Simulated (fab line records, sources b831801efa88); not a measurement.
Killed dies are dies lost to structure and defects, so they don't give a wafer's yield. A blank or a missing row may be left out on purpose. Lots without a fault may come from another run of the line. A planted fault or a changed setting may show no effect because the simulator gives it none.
Which tool did it? | flow sky130 | 7 lots, 21 wafers sampled, at 5 steps of a route of 708

WHAT THE GAUGES READ, wafer by wafer
SKY_VT_ADJUST_HVTP_TW_MEAS_11.
lot  | measured     | on            | VT_ADJUST_HVTP_TW
L771 | day 6 14:43  | film_metro-02 | 1333 1340 1340
L774 | day 7 05:53  | film_metro-02 | 1335 1340 1333
L777 | day 8 07:26  | film_metro-03 | 1372 1370 1374
L783 | day 9 15:59  | film_metro-04 | 30 30 30
L785 | day 10 02:43 | film_metro-02 | 30 30 30
L787 | day 10 15:53 | film_metro-03 | 1368 1366 1365
L790 | day 12 02:34 | film_metro-04 | 1364 1370 1363

WHICH TOOL RAN EACH LOT (tool, then ch and the chambers of the sampled wafers, then the start)
lot  | SKY_FIELD_ISO_ETCH_15             | SKY_PWDE_STRIP_09                   | SKY_NWELL_STRIP_25                   | SKY_VT_ADJUST_HVTP_STRIP_10
L771 | rie_diel-04 ch 0,2,3, day 2 15:10 | plasma_asher-01 ch 0,1, day 4 07:19 | plasma_asher-02 ch 1, day 5 18:51    | plasma_asher-03 ch 0,1, day 6 14:37
L774 | rie_diel-01 ch 0,1,2, day 3 06:14 | plasma_asher-03 ch 0,1, day 4 22:13 | plasma_asher-02 ch 0,1, day 6 10:48  | plasma_asher-03 ch 0,1, day 7 05:46
L777 | rie_diel-04 ch 1,3, day 3 21:41   | plasma_asher-02 ch 0,1, day 5 21:15 | plasma_asher-04 ch 0,1, day 7 11:27  | plasma_asher-02 ch 0,1, day 8 07:20
L783 | rie_diel-01 ch 1,3, day 5 07:41   | plasma_asher-03 ch 0,1, day 7 02:42 | plasma_asher-01 ch 0, day 8 17:54    | plasma_asher-04 ch 0, day 9 15:53
L785 | rie_diel-02 ch 1,2,3, day 5 15:29 | plasma_asher-01 ch 0,1, day 7 10:42 | plasma_asher-04 ch 0,1, day 9 03:54  | plasma_asher-02 ch 0,1, day 10 02:37
L787 | rie_diel-01 ch 2,3, day 6 02:58   | plasma_asher-01 ch 0,1, day 7 22:50 | plasma_asher-01 ch 0,1, day 9 16:32  | plasma_asher-02 ch 0,1, day 10 15:49
L790 | rie_diel-02 ch 2,3, day 6 17:53   | plasma_asher-02 ch 0,1, day 9 05:24 | plasma_asher-04 ch 0,1, day 11 02:36 | plasma_asher-04 ch 0,1, day 12 02:28
- SKY_FIELD_ISO_ETCH_15: etches the open film in CHF3/O2, stops on Si, target depth 180 nm, time 72 s.
- SKY_PWDE_STRIP_09: strips in O2/N2.
- SKY_NWELL_STRIP_25: strips in O2/N2.
- SKY_VT_ADJUST_HVTP_STRIP_10: strips in O2/N2.

THE ANSWER, worked out from the rows above alone
Rule: what is usual is taken from the lots themselves. Put in order of their means at a reading, lots are off if they are a third of the lots or fewer, leave a main group of 4 or more, and stand apart from it by a gap of 3 or more times the standard deviation of the main group's means; of several such gaps the widest counts. A main group whose means are all the same, to the digits that the tables above print for the reading, isn't used. A lot without any number at a reading at which 4 lots or more have one is off too. The other lots that the step has rows for count as sound.
Off: L783, L785, at SKY_VT_ADJUST_HVTP_TW_MEAS_11 (VT_ADJUST_HVTP_TW). The main group: mean 1356, standard deviation 15.
A tool fits if, at a process step before that reading, it ran every lot that is off, and no sound lot after the first of them. The gauges at SKY_VT_ADJUST_HVTP_TW_MEAS_11 are tried like those tools. None of those tried fits.

WHAT THE SIMULATOR HAD PUT IN
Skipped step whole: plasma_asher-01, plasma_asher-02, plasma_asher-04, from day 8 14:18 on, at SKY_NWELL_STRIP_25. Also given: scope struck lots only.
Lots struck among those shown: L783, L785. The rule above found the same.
